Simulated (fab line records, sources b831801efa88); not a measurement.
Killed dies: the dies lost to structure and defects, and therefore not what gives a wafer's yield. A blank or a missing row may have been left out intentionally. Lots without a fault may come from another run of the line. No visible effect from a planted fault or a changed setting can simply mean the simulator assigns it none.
A lot that was struck, set against a sound lot -- flow sky130 -- 15 out of 708 route steps
Sound: wafers L321.4, L321.5, L321.6. Wafers L334.3, L334.4, L334.5 were the ones struck. The cause comes at the end.
At each step with rows: each side's tool, then ch and its chambers, then its first start. Under that, the readings that differ: sound wafers -- struck wafers -- difference of the means -- sigmas: that difference in standard deviations of wafers without a fault.
alike: words and numbers the same on both sides, and readings whose means are apart by under 2 such deviations; not compared: readings that were withheld, readings missing a value for some wafer, numbers with overlapping values and no deviation given by the record, and bounds like >300 which may hide the same value.
A row with sigmas, a row that says differs or no value, or rows on one side alone: a step with any of these is where the two part. Numbers that have no deviation but don't overlap get no sigmas and don't part them. A reading that every wafer of one side lacks parts them only if that side has two wafers or more.

first, 4 steps without rows for these wafers: SKY_VIA1_DEHYDRATE_04 (time 60 s); SKY_VIA1_HMDS_05 (prime time 60 s); SKY_VIA1_COAT_06 (resist thk 60 nm); SKY_VIA1_COAT_07 (resist thk 450 nm).
SKY_VIA1_SOFTBAKE_08: time 91.46 s.
  sound on lithoTrack-03 ch 0; struck on lithoTrack-03 ch 0
  alike: plateSensorTCentreC, plateSensorTEdgeC
then, 3 steps without rows for these wafers: SKY_VIA1_EXPOSE_09 (exposes mask VIM, target cd 150 nm); SKY_VIA1_PEB_10; SKY_VIA1_DEVELOP_11 (develop time 60 s).
SKY_VIA1_CD_MEAS_12 targets a cd of 150 nm.
  struck on cdSem-01, day 39 10:18; sound on cdSem-02, day 35 15:39
  alike: cdNm
SKY_VIA1_OVL_MEAS_13:
  struck on overlay-01, day 39 10:23; sound on overlay-01, day 35 15:43
  alike: VIA1_OVL
SKY_VIA1_ETCH_14: etches BARC in N2/H2, stops on SiO2, time 45.9 s, target depth 60 nm.
  sound on rieDiel-01 ch 1,2,3, day 35 15:44; struck on rieDiel-01 ch 0,3, day 39 10:25
  alike: drypumpMotorCurrentA, oesProductAu, throttleValvePct
  not compared: rfHoursCounterH
SKY_VIA1_ETCH_15: etches SiO2 in C4F8/O2/Ar, stops on TiN, target depth 351 nm, time 54 s.
  sound on rieDiel-01 ch 1,2,3, day 35 15:47; struck on rieDiel-01 ch 0,3, day 39 10:27
  alike: oesProductAu
  not compared: rfHoursCounterH
SKY_VIA1_STRIP_16: strips in O2/N2.
  sound on plasmaAsher-02 ch 0,1, day 35 15:52; struck on plasmaAsher-02 ch 0,1, day 39 10:32
reading,sound,struck,difference,sigmas
o2FlowSccm (sccm),3015 2995 3009,3620 3602 3596,+600,+62
stripTimeToEndpointS (s),4.484 4.491 4.504,4.421 4.396 4.394,-0.089,-4
  alike: drypumpMotorCurrentA, oesProductAu
  not compared: rfHoursCounterH
then, 1 step without rows for these wafers: SKY_VIA1_STRIP_17 (strips in post etch residue remover, time 1200 s).
-- the record jumps here: 11 days lie between the struck wafers' starts before and after (it left off in module VIA1 and takes up again in module PAD_OPEN, whose first step shown is number 708 of the route) --
SKY_PAD_OPEN_PROBE_99:
  struck on prober-01, day 49 22:41; sound on prober-02, day 46 20:49
  alike: defectLimitedYield, killed_at_M0_to_M3, killed_at_M4_up, killedAtContacts, killedAtFrontEnd, killedAtOther, killedDies, killedOpen, killedShort, sort_bin_3_pad_short, sort_bin_5_function, sort_bin_6_memory, sortNPass, sortYieldPct

== WHERE THEY PART ==
SKY_VIA1_STRIP_16 only, going by this record. Later steps at which nothing parts them and some readings are alike: SKY_PAD_OPEN_PROBE_99.

WHY: whatever the simulator had introduced
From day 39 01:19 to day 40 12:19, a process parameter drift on plasmaAsher-02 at SKY_VIA1_STRIP_16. A move of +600 in setting o2FlowSccm, from 3000. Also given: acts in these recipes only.
